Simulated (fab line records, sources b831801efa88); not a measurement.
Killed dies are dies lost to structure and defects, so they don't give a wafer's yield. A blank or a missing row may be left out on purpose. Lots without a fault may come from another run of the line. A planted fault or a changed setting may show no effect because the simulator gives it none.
Chamber matching | flow gf180mcu | GF_CONTACT_CMP_27 on cmp-02: 4 sister chambers
The step polishes, stops on SiO2, t overpolish 15 s, target thk 0 nm. 8 wafers are shown with their chamber, then 10 later ones without.

WAFERS WITH THEIR CHAMBER
wafer  | chamber | motor_current_A (A) | time_to_endpoint_s (s)
L198.5 | 1       | 10.0                | 78
L198.6 | 2       | 10.5                | 74
L204.3 | 2       | 11.4                | 75
L205.2 | 3       | 11.7                | 74
L205.3 | 0       | 11.5                | 74
L205.4 | 1       | 10.6                | 79
L210.3 | 3       | 10.7                | 72
L210.5 | 0       | 12.0                | 73

WAFERS WITHOUT THEIR CHAMBER
wafer  | motor_current_A (A) | time_to_endpoint_s (s)
L210.6 | 11.8                | 69
L209.1 | 11.9                | 71
L209.4 | 10.6                | 70
L209.6 | 11.9                | 68
L211.1 | 10.4                | 75
L211.2 | 11.8                | 71
L211.4 | 10.9                | 71
L213.3 | 10.9                | 73
L213.4 | 11.5                | 72
L213.6 | 10.0                | 75

WHICH CHAMBER EACH WENT THROUGH
wafer  | from the rows above               | in truth
L210.6 | can't be placed: 3 or 0 or 2      | 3
L209.1 | can't be placed: 3 or 0 or 2      | 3
L209.4 | can't be placed: 3 or 0 or 2      | 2
L209.6 | can't be placed: 3 or 0 or 2      | 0
L211.1 | can't be placed: 2 or 3 or 0      | 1
L211.2 | can't be placed: 3 or 0 or 2      | 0
L211.4 | can't be placed: 3 or 0 or 2      | 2
L213.3 | can't be placed: 3 or 2 or 0      | 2
L213.4 | can't be placed: 3 or 0 or 2      | 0
L213.6 | can't be placed: 2 or 3 or 0 or 1 | 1
Placed correctly: 0 of 10. Can't be placed from these rows: 10 (the true chamber is among the candidates in 9). Placed wrongly: 0.
How it was worked out, from the rows above alone: a wafer's distance from a chamber is the root of the sum, over the readings, of the square of ((its reading less the chamber's mean) divided by the reading's scatter). The wafer belongs to the nearest chamber; if the next one is less than 2 further off, it can't be placed. A chamber's mean is the mean of its shown wafers. The scatter: the root of (the sum of the squares of (reading less its chamber's mean) over the shown wafers, divided by (wafers less chambers)).
